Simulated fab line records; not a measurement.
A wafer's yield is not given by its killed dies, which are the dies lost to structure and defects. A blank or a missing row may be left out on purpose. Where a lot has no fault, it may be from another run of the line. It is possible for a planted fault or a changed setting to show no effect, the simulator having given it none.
fab line records	flow sky130
[record] lots = 15	wafers = 45	last_day = 50
route steps=708 shown VT_ADJUST_PCH@153 LDD_N@252 LDD_HVN@274
lots with no fault: from the same line, run without faults
start_h: the number of hours between the record's first day and the start of the first shown wafer of the lot	wait_h: time in hours since the lot's previous step	" same as the row above	L1.1+2: one row covering several wafers at once	- no value, or no start given	* or withheld: withheld	< > ~ a bound
route shown NAME@n: names a module that has steps shown in the file, with the first one's number in the route	usual: mean/standard deviation of fault-free wafers	same: alike in all rows	chamber/n: place in a boat	sites: per-site readings	_std_site: their standard deviation	_edge_site: the outer-site mean with the inner-site mean subtracted	radius_mm: for every site, how far away it sits from the centre of the wafer	mask NAME#n: copy n	behind: the most recent tool/chamber to have shaped the wafer	hold: reason for holding the lot/hours on hold/outcome of the hold	device: which transistor (n, p or np) failed to switch	end of line: tests of these same wafers at the route's end	where a step has no rows: the recipe by itself	killed: at the first sort, the dies lost to defects and structure; wafer yield is something else	map: dies across one wafer; x = killed, . = not, _ = none there
set.NAME: the run value of the setting; set.NAME@STEP: its run value at that earlier step	model.NAME: the simulator's own value behind a step, which no gauge read
steps of the route over a sample of lots; a table a step, a row a wafer
services: the hour from which a tool's chamber was out of use, counted from the record's first day as start_h (under 0 if before that day), plus the number of hours and why
[[steps]]
[step SKY_VT_ADJUST_PCH_TW_MEAS_10]
[usual] VT_ADJUST_PCH_TW = 143.6/1.1
lot.wafer	tool	chamber	start_h	wait_h	VT_ADJUST_PCH_TW
L219.2	film_metro-03	-	223.03	0.1	143.3
L219.3	"	-	"	"	144.3
L219.4	"	-	"	"	143.6
L221.1	film_metro-01	-	237.91	0.1	143.5
L221.2	"	-	"	"	142.7
L221.6	"	-	"	"	142.5
L222.2	film_metro-02	-	247.69	0.1	144.1
L222.4	"	-	"	"	144.6
L222.6	"	-	"	"	143.8
L223.1	film_metro-03	-	256.76	0.1	142.9
L223.5	"	-	"	"	143.2
L223.6	"	-	"	"	142.3
L224.1	film_metro-02	-	262.18	0.1	144.8
L224.3	"	-	"	"	144.0
L224.4	"	-	"	"	144.1
L225.3	film_metro-03	-	273.30	0.1	142.7
L225.4	"	-	"	"	142.6
L225.5	"	-	"	"	141.7
L229.1	film_metro-01	-	301.91	0.1	143.5
L229.2	"	-	"	"	144.3
L229.5	"	-	"	"	144.1
L232.4	film_metro-02	-	331.16	0.1	143.9
L232.5	"	-	"	"	144.9
L232.6	"	-	"	"	144.1
L234.2	film_metro-01	-	347.03	0.1	144.8
L234.4	"	-	"	"	144.8
L234.6	"	-	"	"	145.5
L235.1	film_metro-03	-	353.62	0.1	143.3
L235.5	"	-	"	"	142.2
L235.6	"	-	"	"	142.9
L236.2	film_metro-03	-	358.19	0.1	142.7
L236.5	"	-	"	"	142.3
L236.6	"	-	"	"	141.6
L237.4	film_metro-03	-	367.15	0.1	142.8
L237.5	"	-	"	"	142.7
L237.6	"	-	"	"	141.8
L238.1	film_metro-03	-	384.17	0.1	143.2
L238.2	"	-	"	"	142.7
L238.5	"	-	"	"	143.5
L242.1	film_metro-01	-	400.18	0.1	144.8
L242.4	"	-	"	"	145.7
L242.5	"	-	"	"	145.1
L241.2	film_metro-02	-	400.54	0.1	144.1
L241.3	"	-	"	"	144.2
L241.4	"	-	"	"	144.8
[step SKY_LDD_N_IMPLANT_15]
[recipe] species = BF2	energy_kev = 50	dose_cm2 = 5e+12	tilt_deg = 30	rotation_deg = 270
[usual] beam_energy_keV = 49.999/0.015	beam_on_s = 9.97/0.21
lot.wafer	tool	chamber	start_h	wait_h	beam_energy_keV	beam_on_s
L219.2	implanter-03	0	398.28	0.1	50.015	9.86
L219.3	"	0	"	"	50.000	9.92
L219.4	"	0	"	"	50.014	10.00
L221.1	implanter-02	0	412.98	0.1	50.006	9.65
L221.2	"	0	"	"	49.994	10.27
L221.6	"	0	"	"	50.002	10.24
L222.2	implanter-02	-	428.29	0.1	-	-
L222.4	"	-	"	"	-	-
L222.6	"	-	"	"	-	-
L223.1	implanter-03	-	439.97	0.1	-	-
L223.5	"	-	"	"	-	-
L223.6	"	-	"	"	-	-
L224.1	implanter-04	-	446.02	0.1	-	-
L224.3	"	-	"	"	-	-
L224.4	"	-	"	"	-	-
L225.3	implanter-02	0	458.26	0.1	50.012	9.71
L225.4	"	0	"	"	49.994	10.05
L225.5	"	0	"	"	49.991	10.32
L229.1	implanter-04	0	494.31	0.1	50.008	10.08
L229.2	"	0	"	"	50.014	9.92
L229.5	"	0	"	"	49.987	9.90
L232.4	implanter-04	0	525.28	0.1	49.997	10.07
L232.5	"	0	"	"	49.993	9.76
L232.6	"	0	"	"	49.975	10.30
L234.2	implanter-04	0	543.28	0.1	49.996	9.95
L234.4	"	0	"	"	49.993	9.71
L234.6	"	0	"	"	50.000	9.88
L235.1	implanter-03	0	547.61	0.1	49.975	9.77
L235.5	"	0	"	"	49.981	9.89
L235.6	"	0	"	"	50.013	10.07
L236.2	implanter-04	0	557.43	0.1	49.998	10.00
L236.5	"	0	"	"	49.994	10.09
L236.6	"	0	"	"	49.976	9.94
L237.4	implanter-03	0	565.24	0.1	50.003	10.12
L237.5	"	0	"	"	49.989	9.88
L237.6	"	0	"	"	49.985	10.52
L238.1	implanter-02	0	581.57	0.1	50.009	10.27
L238.2	"	0	"	"	49.995	9.65
L238.5	"	0	"	"	49.989	10.01
L242.1	implanter-04	0	597.82	0.1	49.995	9.98
L242.4	"	0	"	"	49.984	10.18
L242.5	"	0	"	"	49.984	9.96
L241.2	implanter-02	0	599.55	0.1	49.992	10.16
L241.3	"	0	"	"	49.987	10.21
L241.4	"	0	"	"	50.007	9.69
[step SKY_LDD_HVN_OVL_MEAS_07]
[usual] LDD_HVN_OVL = -0.7/1.7
lot.wafer	tool	chamber	start_h	wait_h	LDD_HVN_OVL[nm]
L219.2	overlay-02	-	458.43	0.1	-1.3
L219.3	"	-	"	"	-1.2
L219.4	"	-	"	"	-1.6
L221.1	overlay-02	-	473.57	0.1	-1.6
L221.2	"	-	"	"	0.5
L221.6	"	-	"	"	-1.0
L225.3	overlay-01	-	520.34	0.1	-3.2
L225.4	"	-	"	"	-3.2
L225.5	"	-	"	"	-1.4
L229.1	overlay-01	-	555.53	0.1	-0.4
L229.2	"	-	"	"	-0.6
L229.5	"	-	"	"	-2.0
L232.4	overlay-02	-	585.54	0.1	0.9
L232.5	"	-	"	"	1.0
L232.6	"	-	"	"	1.2
L234.2	overlay-01	-	603.08	0.1	1.9
L234.4	"	-	"	"	0.0
L234.6	"	-	"	"	-2.1
L235.1	overlay-01	-	606.57	0.1	0.1
L235.5	"	-	"	"	-0.5
L235.6	"	-	"	"	-2.3
L236.2	overlay-02	-	617.55	0.1	-1.8
L236.5	"	-	"	"	-2.6
L236.6	"	-	"	"	-0.9
L237.4	overlay-01	-	624.16	0.1	1.8
L237.5	"	-	"	"	0.7
L237.6	"	-	"	"	0.1
L238.1	overlay-02	-	639.42	0.1	-1.8
L238.2	"	-	"	"	-3.1
L238.5	"	-	"	"	-3.7
L242.1	overlay-01	-	656.32	0.1	1.1
L242.4	"	-	"	"	1.2
L242.5	"	-	"	"	0.5
L241.2	overlay-01	-	658.48	0.1	1.1
L241.3	"	-	"	"	-0.7
L241.4	"	-	"	"	-1.9
[step SKY_LDD_HVN_STRIP_09]
[recipe] chemistry = O2/N2	power_w = 1400	pressure_mtorr = 1500	platen_temp_c = withheld	o2_flow_sccm = 3000	n2_flow_sccm = 300	overash_fraction = 0.5
[usual] chamber_pressure_mTorr = 1499.9/1.3	drypump_motor_current_A = 5.9/0.31	oes_product_au = 0.409/0.0047	strip_time_to_endpoint_s = 4.149/0.016
lot.wafer	tool	chamber	start_h	wait_h	chamber_pressure_mTorr	drypump_motor_current_A	oes_product_au	rf_hours_counter_h	strip_time_to_endpoint_s
L219.2	plasma_asher-02	0	458.61	0.1	1497.7	5.6	0.418	34	4.160
L219.3	"	1	"	"	1497.5	5.7	0.402	-	4.158
L219.4	"	0	"	"	1499.4	5.6	0.413	-	4.157
L221.1	plasma_asher-03	1	473.76	0.1	1499.2	6.0	0.410	65	4.133
L221.2	"	0	"	"	1500.2	6.4	0.411	65	4.133
L221.6	"	0	"	"	1500.1	6.5	0.404	-	4.141
L225.3	plasma_asher-02	1	520.55	0.1	1501.3	5.7	0.409	-	4.152
L225.4	"	0	"	"	1497.8	5.6	0.407	-	4.157
L225.5	"	1	"	"	1499.7	5.7	0.403	-	4.143
L229.1	plasma_asher-02	1	555.72	0.1	1500.4	5.7	0.415	43	4.144
L229.2	"	0	"	"	1500.8	5.6	0.404	43	4.169
L229.5	"	1	"	"	1501.1	5.7	0.405	-	4.130
L232.4	plasma_asher-03	0	585.74	0.1	1500.2	6.4	0.411	-	4.165
L232.5	"	1	"	"	1499.8	6.0	0.408	-	4.128
L232.6	"	0	"	"	1497.5	6.4	0.411	-	4.123
L234.2	plasma_asher-03	1	603.26	0.1	1500.9	6.0	0.404	78	4.132
L234.4	"	0	"	"	1498.5	6.4	0.404	-	4.121
L234.6	"	1	"	"	1500.5	6.0	0.412	-	4.150
L235.1	plasma_asher-01	1	606.76	0.1	1499.2	6.0	0.407	90	4.141
L235.5	"	1	"	"	1497.5	6.0	0.414	-	4.137
L235.6	"	0	"	"	1500.3	5.6	0.401	-	4.154
L236.2	plasma_asher-02	0	617.73	0.1	1501.9	5.6	0.410	49	4.158
L236.5	"	1	"	"	1499.0	5.7	0.408	-	4.167
L236.6	"	0	"	"	1500.1	5.6	0.406	-	4.163
L237.4	plasma_asher-01	0	624.36	0.1	1499.0	5.5	0.407	-	4.166
L237.5	"	0	"	"	1499.6	5.6	0.402	-	4.173
L237.6	"	1	"	"	1500.3	6.1	0.408	-	4.179
L238.1	plasma_asher-03	1	639.61	0.1	1499.6	6.0	0.408	81	4.138
L238.2	"	0	"	"	1498.9	6.4	0.409	81	4.137
L238.5	"	1	"	"	1497.4	6.0	0.408	-	4.139
L242.1	plasma_asher-03	0	656.51	0.1	1497.0	6.4	0.412	83	4.159
L242.4	"	0	"	"	1498.1	6.4	0.414	-	4.162
L242.5	"	0	"	"	1498.6	6.4	0.412	-	4.169
L241.2	plasma_asher-01	0	658.66	0.1	1500.5	5.6	0.409	96	4.129
L241.3	"	0	"	"	1500.1	5.6	0.409	-	4.143
L241.4	"	1	"	"	1499.6	6.0	0.414	-	4.135
[[services]]
tool	chamber	start_h	hours	kind
plasma_asher-02	-	385.00	1.2	repair
plasma_asher-01	-	396.24	4.5	repair
plasma_asher-02	-	425.66	4.3	pm
plasma_asher-01	-	442.55	13.8	repair
implanter-04	-	459.14	11.1	repair
implanter-02	-	473.36	105.9	repair
implanter-04	-	480.74	5.0	pm
implanter-03	-	483.65	1.6	repair
implanter-02	-	498.30	3.9	repair
implanter-03	-	510.64	2.6	repair
plasma_asher-03	-	585.81	2.8	pm
implanter-04	-	591.83	3.2	pm
plasma_asher-02	-	594.94	8.6	repair
implanter-03	-	613.24	1.7	repair
implanter-03	-	613.55	2.7	repair
plasma_asher-02	-	621.73	4.0	pm
implanter-03	-	649.15	2.9	repair
[[key]]
[first_sign] step = SKY_LDD_N_IMPLANT_15	reading = tool_record	direction = missing
effect none on later readings
met_at SKY_LDD_N_IMPLANT_15
struck_lots L222,L223,L224
later_rows_left_out L222.2,L222.4,L222.6,L223.1,L223.5,L223.6,L224.1,L224.3,L224.4
sort_left_out L222.2,L222.4,L222.6,L223.1,L223.5,L223.6,L224.1,L224.3,L224.4
tester_left_out L222,L223,L224
not_acting_at SKY_VT_ADJUST_PCH_TW_MEAS_10,SKY_LDD_HVN_OVL_MEAS_07,SKY_LDD_HVN_STRIP_09
onset_between 412.98 428.29
[fault] kind = skipped_step_whole	tool = implanter-02,implanter-03,implanter-04	chamber = -	onset_h = 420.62	steps = SKY_LDD_N_IMPLANT_15	scope = struck_lots_only
// tester_left_out: of these lots the tester's yield and bins aren't shown, on N5 and GAA mostly nor the transistor test; their killed dies are dies lost to structure and defects alone, not to doping, threshold or leakage, so they don't give the yield
// sort_left_out: the simulated sort isn't trusted on such a fault, so these wafers' sort isn't shown, and their yield isn't known
// later_rows_left_out: the simulator's readings of these wafers behind a module that went badly wrong aren't trusted and aren't shown, but for the sort
